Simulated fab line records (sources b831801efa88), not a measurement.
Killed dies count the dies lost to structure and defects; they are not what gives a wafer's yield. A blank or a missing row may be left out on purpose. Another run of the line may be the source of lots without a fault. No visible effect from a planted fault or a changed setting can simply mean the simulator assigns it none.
Chamber matching | flow sfq line | SFQ_TRILAYER_I1_DEP_PECVD_045 on pecvd-03 has 3 sister chambers
The step deposits SiO2 from SiH4/N2O, time 111.11 s, target thk 500 nm. 3 wafers are shown with their chamber, then 6 later ones without.

WAFERS PAIRED WITH THEIR CHAMBERS
wafer  | chamber | throttle valve pct (%)
L186.2 | 1       | 22.6
L187.1 | 0       | 22.4
L187.4 | 2       | 25.4

WAFERS WITHOUT THEIR CHAMBER
wafer  | throttle valve pct (%)
L187.5 | 22.7
L188.6 | 22.5
L190.2 | 22.7
L199.1 | 25.2
L199.3 | 22.6
L199.4 | 25.6

THE CHAMBER EACH PASSED THROUGH
wafer  | from the rows above     | in truth
L187.5 | can't be placed: 1 or 0 | 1
L188.6 | can't be placed: 0 or 1 | 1
L190.2 | can't be placed: 1 or 0 | 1
L199.1 | 2                       | 2
L199.3 | can't be placed: 1 or 0 | 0
L199.4 | 2                       | 2
Correctly placed: 2 of 6. Not placeable from these rows: 4 (in 4, the candidates include the true chamber). Wrongly placed: 0.
How it was worked out, from the rows above alone: a wafer's distance from a chamber is the root of the sum, over the readings, of the square of ((its reading less the chamber's mean) divided by the reading's scatter). The wafer belongs to the nearest chamber; if the next one is less than 2 further off, it can't be placed. For every chamber, the mean is computed from those of its wafers that are shown. The scatter (one wafer shown for each chamber): square how far every hidden wafer sits from the nearest shown wafer, average those squares and take the square root.
